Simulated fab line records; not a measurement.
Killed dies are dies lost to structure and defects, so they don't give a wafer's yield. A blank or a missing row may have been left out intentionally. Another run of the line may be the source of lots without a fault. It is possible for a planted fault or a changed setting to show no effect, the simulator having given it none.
Problem report in the 8D (eight disciplines) form, filled by code | flow sky130 | the parts of the form that need people (team, actions taken, sign-off) are left out

1. THE PROBLEM
runLengthS at SKY_PASSIVATION_ETCH_11 reads a mean of 223.5 s on 6 wafers of 2 lots; wafers without a fault read 189.5 s with a standard deviation of 0.4. Measured from the usual mean, that is +85 standard deviations.
The step: etches the open film in CF4/O2, stops on AlCu, target depth 725 nm, time 161.1 s.
Earliest sighting: wafer L966.2 on rieDiel-02 at day 47 19:50. At this step, 30 wafers from 10 lots have a number in the record. Rule for "out", or "out of limits": more than 4 standard deviations from the usual mean. The rest of the wafers with a number are treated as sound.

2. WHAT IT IS; WHAT IT IS NOT
question                    | is                       | is not
which readings at this step | runLengthS, oesProductAu | biasW, drypumpMotorCurrentA
which lots                  | L966, L967               | L958, L959, L961, L962, L963, L972, L976, L978
which wafers of those lots  | all that have a number   | -
read on which tools         | rieDiel-02               | rieDiel-01, rieDiel-04
when                        | from day 47 19:50        | up to then (15 sound wafers); but 9 sound wafers of L972, L976, L978 came after

3. THE SUSPECTS, EACH WITH WHAT RULES IT OUT
Counting: a tool at any process step up to the reading remains a suspect when it ran all the lots that are out and ran no sound lot after the first of those.
- rieDiel-02 at SKY_PASSIVATION_ETCH_11 (etches the open film in CF4/O2, stops on AlCu, target depth 725 nm, time 161.1 s): kept. It processed each lot that is out, first L966 at day 47 19:50, and no sound lot thereafter; up to then, the last sound lot it processed was L961 at day 46 15:26. Its own readings are out on those wafers: oesProductAu, runLengthS.
After counting, what remains is rieDiel-02 at SKY_PASSIVATION_ETCH_11.

4. THE CAUSE (what the simulator had put in)
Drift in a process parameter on rieDiel-02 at SKY_PASSIVATION_ETCH_11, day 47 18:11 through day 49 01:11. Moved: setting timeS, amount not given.
This tool alone remained once counting was done.

5. SEQUENCE OF EFFECTS, ordered by route
One row per reading whose mean, taken over the struck wafers that have a number, lies over 3 standard deviations from the usual. Readings are gone through only where the record gives a usual standard deviation; hours: the median, over the lots, of the time from a lot's start at the first step in this table giving one to that lot's start at this step; sigmas: the change measured in usual standard deviations.
hours | step                     | reading              | usual      | on struck wafers | change | sigmas
0     | SKY_PASSIVATION_ETCH_11  | oesProductAu         | 0.976 a.u. | 0.874            | -0.102 | -14
0     | SKY_PASSIVATION_ETCH_11  | runLengthS           | 189.5 s    | 223.5            | +34.0  | +85
0     | SKY_PASSIVATION_STRIP_12 | stripTimeToEndpointS | 31.48 s    | 30.29            | -1.19  | -9.2
Process steps it contains:
- SKY_PASSIVATION_ETCH_11: etches the open film in CF4/O2, stops on AlCu, target depth 725 nm, time 161.1 s.
- SKY_PASSIVATION_STRIP_12: strips in O2/N2.

6. WHAT WOULD HAVE CAUGHT IT SOONER
The fault began at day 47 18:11; the first out-of-limits reading in this record came at day 47 19:50, 2 hours later.
